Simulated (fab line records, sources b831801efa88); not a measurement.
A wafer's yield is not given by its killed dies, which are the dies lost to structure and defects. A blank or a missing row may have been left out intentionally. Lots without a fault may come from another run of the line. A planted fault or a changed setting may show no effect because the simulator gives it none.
2 desks looking at one fault | flow sky130 | every desk sees just its own numbers, and what lay behind them comes last

## THE METROLOGY DESK
Means of the sampled wafers that have a number, per lot and without regard to the tool the lot ran on: this is what the gauges read. Any lot whose mean is over 4 standard deviations away from the usual mean is out of limits and marked OUT; that distance is given in the brackets.
Columns: A = METAL1_OVL at SKY_METAL1_OVL_MEAS_16, usual -3 nm; B = VIA1_BOW at SKY_VIA1_BOW_MEAS_03, usual 79 um
lot  | first seen here | A  | B
L693 | day 32 10:46    | -7 | 75
L695 | day 33 08:30    | -8 | 79
L696 | day 34 13:46    | -5 | 77
L700 | day 34 23:27    | -1 | 73
L703 | day 36 07:45    | -2 | 80
L702 | day 36 08:05    | -4 | 73
L705 | day 36 21:50    | -2 | 82
L706 | day 37 02:57    | -1 | 85
L710 | day 38 06:27    | -1 | 81
L714 | day 39 11:38    | 3  | 88
L715 | day 39 16:38    | -3 | 81
Result from this desk: across the 11 lots, nothing is out of limits.

## DESK OF THE TOOL OWNER: rie metal-04
The tool's own readings at SKY_METAL1_ETCH_18 (etches BARC in N2/H2, stops on SiO2, time 45.9 s, target depth 60 nm): means of the sampled wafers that have a number, for each lot that ran on this tool. Any lot whose mean is over 4 standard deviations away from the usual mean is out of limits and marked OUT; that distance is given in the brackets.
Columns: A = chamber pressure mTorr at SKY_METAL1_ETCH_18, usual 30.002 mTorr; B = drypump motor current A at SKY_METAL1_ETCH_18, usual 5.5 A; C = oes product au at SKY_METAL1_ETCH_18, usual 0.854 a.u.; D = throttle valve pct at SKY_METAL1_ETCH_18, usual 13.224 %
lot  | first seen here | A      | B   | C     | D
L700 | day 34 23:31    | 29.966 | 5.3 | 0.851 | 13.233
L702 | day 36 08:10    | 30.018 | 5.3 | 0.854 | 13.226
L705 | day 36 21:54    | 30.011 | 5.7 | 0.848 | 13.221
L710 | day 38 06:31    | 29.988 | 5.3 | 0.855 | 13.229
Result from this desk: across the 4 lots, nothing is out of limits.

## PUT TOGETHER
Metrology desk: nothing out of limits seen.
The desk of the tool owner found nothing out of limits.

## WHAT THE SIMULATOR HAD INSERTED
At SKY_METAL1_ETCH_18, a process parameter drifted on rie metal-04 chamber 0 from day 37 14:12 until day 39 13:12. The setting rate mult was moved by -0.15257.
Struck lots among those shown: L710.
